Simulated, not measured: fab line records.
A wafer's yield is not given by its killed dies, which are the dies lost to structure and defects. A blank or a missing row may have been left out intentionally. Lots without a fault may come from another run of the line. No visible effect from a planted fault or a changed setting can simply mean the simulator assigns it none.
What tool caused it? :: flow sky130 :: 12 lots, 36 wafers sampled, at 1 step of a route of 708

## WHAT THE GAUGES SHOWED, per wafer
SKY_LOCAL_INTERCONNECT_RS_MEAS_01: measures by four-point-probe.
lot: L075
measured: day 30 07:20
on: film metro-02
LOCAL_INTERCONNECT_TIN_RS (ohm/sq): 14.27 14.40 14.42

lot: L077
measured: day 31 03:46
on: film metro-03
LOCAL_INTERCONNECT_TIN_RS (ohm/sq): 14.39 14.39 14.40

lot: L079
measured: day 31 17:08
on: film metro-01
LOCAL_INTERCONNECT_TIN_RS (ohm/sq): 14.03 14.15 14.19

lot: L081
measured: day 32 10:04
on: film metro-02
LOCAL_INTERCONNECT_TIN_RS (ohm/sq): 14.26 14.28 14.22

lot: L083
measured: day 32 21:53
on: film metro-03
LOCAL_INTERCONNECT_TIN_RS (ohm/sq): 14.16 14.23 14.27

lot: L085
measured: day 33 21:42
on: film metro-02
LOCAL_INTERCONNECT_TIN_RS (ohm/sq): 14.49 14.41 14.40

lot: L087
measured: day 34 13:15
on: film metro-03
LOCAL_INTERCONNECT_TIN_RS (ohm/sq): 14.34 14.44 14.40

lot: L089
measured: day 34 21:48
on: film metro-02
LOCAL_INTERCONNECT_TIN_RS (ohm/sq): 14.34 14.19 14.41

lot: L091
measured: day 35 13:49
on: film metro-03
LOCAL_INTERCONNECT_TIN_RS (ohm/sq): 14.04 14.05 14.13

lot: L093
measured: day 36 04:19
on: film metro-03
LOCAL_INTERCONNECT_TIN_RS (ohm/sq): 14.46 14.56 14.33

lot: L095
measured: day 36 14:01
on: film metro-01
LOCAL_INTERCONNECT_TIN_RS (ohm/sq): 14.15 14.16 14.19

lot: L097
measured: day 37 10:11
on: film metro-01
LOCAL_INTERCONNECT_TIN_RS (ohm/sq): 14.12 14.40 14.31

## EACH LOT AND THE TOOL THAT RAN IT (in order: tool; ch and the chambers of the sampled wafers; start)
The record shows no process step preceding these readings.

## THE ANSWER, worked out from the rows above alone
Rule: the lots themselves supply what counts as usual. The widest of any qualifying gaps counts: lots, ordered by their means at a reading, are off when they make up no more than a third of the lots, leave a main group of 4 or more, and stand apart from it by 3 or more times the standard deviation of that group's means. A main group is skipped when, at the precision printed for the reading in the tables above, its means are all equal. Also off: a lot with no number at a reading for which 4 or more lots have one. All remaining lots with rows at the step are treated as sound.
Nothing can be told from this: no lot is off at any reading shown.

## WHAT WAS PUT IN BY THE SIMULATOR
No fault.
